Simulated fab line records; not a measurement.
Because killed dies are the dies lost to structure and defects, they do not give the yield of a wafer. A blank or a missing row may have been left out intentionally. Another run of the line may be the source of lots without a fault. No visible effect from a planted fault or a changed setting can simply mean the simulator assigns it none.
Which tool did it? + flow sky130 + 33 wafers from 11 lots sampled at 3 of the route's 708 steps

## WHAT THE GAUGES READ, wafer by wafer
SKY_SD_P_CD_MEAS_07 targets a cd of 380 nm.
| lot  | measured     | on       | cdNm (nm)         |
|------|--------------|----------|-------------------|
| L841 | day 26 02:01 | cdSem-01 | 380.2 379.9 378.3 |
| L843 | day 26 23:23 | cdSem-01 | 382.7 383.5 380.3 |
| L845 | day 27 02:55 | cdSem-01 | 376.4 378.1 379.6 |
| L846 | day 27 13:53 | cdSem-01 | 380.0 382.0 380.4 |
| L847 | day 27 20:45 | cdSem-02 | 378.6 381.8 380.3 |
| L848 | day 28 03:49 | cdSem-02 | 373.6 377.1 379.0 |
| L851 | day 29 08:28 | cdSem-02 | 378.9 378.6 377.9 |
| L855 | day 30 11:34 | cdSem-01 | 382.2 383.2 435.5 |
| L857 | day 31 00:22 | cdSem-02 | 376.4 376.3 430.8 |
| L860 | day 31 22:25 | cdSem-02 | 379.6 377.7 378.7 |
| L863 | day 32 22:25 | cdSem-01 | 382.3 382.9 384.8 |

## WHICH TOOL RAN EACH LOT (tool, then ch and the chambers of the sampled wafers, then the start)
| lot  | SKY_FIELD_ISO_ETCH_15            | SKY_SD_P_COAT_02                 |
|------|----------------------------------|----------------------------------|
| L841 | rieDiel-04 ch 0,3, day 2 03:56   | lithoTrack-04 ch 0, day 25 10:37 |
| L843 | rieDiel-04 ch 0,1,2, day 2 16:56 | lithoTrack-04 ch 0, day 26 08:12 |
| L845 | rieDiel-01 ch 0,1,3, day 3 02:43 | lithoTrack-04 ch 0, day 26 12:37 |
| L846 | rieDiel-04 ch 0,2,3, day 3 07:26 | lithoTrack-04 ch 0, day 26 22:57 |
| L847 | rieDiel-01 ch 1,2,3, day 3 13:04 | lithoTrack-02 ch 0, day 27 06:09 |
| L848 | rieDiel-02 ch 0,2,3, day 3 18:31 | lithoTrack-03 ch 0, day 27 13:08 |
| L851 | rieDiel-02 ch 1,2,3, day 4 10:55 | lithoTrack-03 ch 0, day 28 18:10 |
| L855 | rieDiel-01 ch 1,2,3, day 5 06:32 | lithoTrack-04 ch 0, day 29 21:01 |
| L857 | rieDiel-02 ch 0,2,3, day 5 17:59 | lithoTrack-04 ch 0, day 30 10:13 |
| L860 | rieDiel-01 ch 2,3, day 6 07:49   | lithoTrack-03 ch 0, day 31 09:07 |
| L863 | rieDiel-02 ch 2,3, day 7 00:26   | lithoTrack-03 ch 0, day 32 09:10 |
- SKY_FIELD_ISO_ETCH_15: etches the open film in CHF3/O2, stops on Si, target depth 180 nm, time 72 s.
- SKY_SD_P_COAT_02: resist thk 1140 nm.

## THE ANSWER, worked out from the rows above alone
Rule: the usual values come from the lots themselves. Put in order of their means at a reading, lots are off if they are a third of the lots or fewer, leave a main group of 4 or more, and stand apart from it by a gap of 3 or more times the standard deviation of the main group's means; of several such gaps the widest counts. A main group whose means are all the same, to the digits that the tables above print for the reading, isn't used. A lot without any number at a reading at which 4 lots or more have one is off too. All remaining lots with rows at the step are treated as sound.
Off: L855, L857, at SKY_SD_P_CD_MEAS_07 (cdNm). The main group has a mean of 379.7 nm with a standard deviation of 2.
A tool fits if, at a process step before that reading, it ran every lot that is off, and no sound lot after the first of them. The gauges at SKY_SD_P_CD_MEAS_07 are tried like those tools. One fits: SKY_SD_P_COAT_02 on lithoTrack-04. A fault onset in the window from L846 (day 26 22:57, its last sound lot) to L855 (day 29 21:01, its first lot off) fits.

## WHAT HAD BEEN PUT IN BY THE SIMULATOR
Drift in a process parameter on lithoTrack-04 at SKY_SD_P_COAT_02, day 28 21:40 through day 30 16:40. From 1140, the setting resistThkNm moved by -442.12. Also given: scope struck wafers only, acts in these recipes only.
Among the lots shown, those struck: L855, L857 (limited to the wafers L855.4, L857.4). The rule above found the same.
